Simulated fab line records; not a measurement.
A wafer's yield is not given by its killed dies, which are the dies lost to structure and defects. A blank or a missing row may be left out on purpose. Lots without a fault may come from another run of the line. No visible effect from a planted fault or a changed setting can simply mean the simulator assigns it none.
Matching of chambers || flow sky130 || 4 sister chambers for SKY_LI_CONTACT_CMP_24 on cmp-01
The step polishes, stops on PSG, t overpolish 20 s, target thk 0 nm. 4 wafers are shown with their chamber, then 12 later ones without.

## WAFERS PAIRED WITH THEIR CHAMBERS
{"wafer": "L089.1", "chamber": 3, "motorCurrentA (A)": 11.1}
{"wafer": "L091.4", "chamber": 2, "motorCurrentA (A)": 11.2}
{"wafer": "L092.4", "chamber": 0, "motorCurrentA (A)": 12.4}
{"wafer": "L092.5", "chamber": 1, "motorCurrentA (A)": 10.0}

## WAFERS WHOSE CHAMBER IS MISSING
{"wafer": "L094.1", "motorCurrentA (A)": 10.9}
{"wafer": "L094.4", "motorCurrentA (A)": 11.2}
{"wafer": "L094.5", "motorCurrentA (A)": 10.4}
{"wafer": "L095.2", "motorCurrentA (A)": 10.2}
{"wafer": "L095.3", "motorCurrentA (A)": 13.1}
{"wafer": "L095.4", "motorCurrentA (A)": 11.4}
{"wafer": "L096.1", "motorCurrentA (A)": 11.7}
{"wafer": "L096.2", "motorCurrentA (A)": 10.3}
{"wafer": "L096.4", "motorCurrentA (A)": 11.1}
{"wafer": "L096.3", "motorCurrentA (A)": 12.1}
{"wafer": "L096.5", "motorCurrentA (A)": 11.7}
{"wafer": "L096.6", "motorCurrentA (A)": 11.0}

## WHICH CHAMBER EACH ONE RAN IN
{"wafer": "L094.1", "from the rows above": "can't be placed: 3 or 2", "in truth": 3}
{"wafer": "L094.4", "from the rows above": "can't be placed: 2 or 3", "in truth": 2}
{"wafer": "L094.5", "from the rows above": "can't be placed: 1 or 3 or 2", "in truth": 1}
{"wafer": "L095.2", "from the rows above": 1, "in truth": 1}
{"wafer": "L095.3", "from the rows above": 0, "in truth": 0}
{"wafer": "L095.4", "from the rows above": "can't be placed: 2 or 3", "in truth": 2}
{"wafer": "L096.1", "from the rows above": "can't be placed: 2 or 3 or 0", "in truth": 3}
{"wafer": "L096.2", "from the rows above": "can't be placed: 1 or 3 or 2", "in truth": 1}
{"wafer": "L096.4", "from the rows above": "can't be placed: 3 or 2", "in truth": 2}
{"wafer": "L096.3", "from the rows above": "can't be placed: 0 or 2", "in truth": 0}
{"wafer": "L096.5", "from the rows above": "can't be placed: 2 or 3 or 0", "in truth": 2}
{"wafer": "L096.6", "from the rows above": "can't be placed: 3 or 2", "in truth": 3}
Correct placement for 2 of the 12. Unplaceable from these rows: 10, with the true chamber sitting among the candidates in 10. 0 placed wrongly.
How it was worked out, from the rows above alone: a wafer's distance from a chamber is the root of the sum, over the readings, of the square of ((its reading less the chamber's mean) divided by the reading's scatter). If the next closest chamber is less than 2 further off than the closest, the wafer can't be placed; otherwise it belongs to the closest. Each chamber's mean is taken over the wafers shown for it. The scatter: root of mean squared gap, hidden wafer to nearest shown wafer, with one shown wafer a chamber.
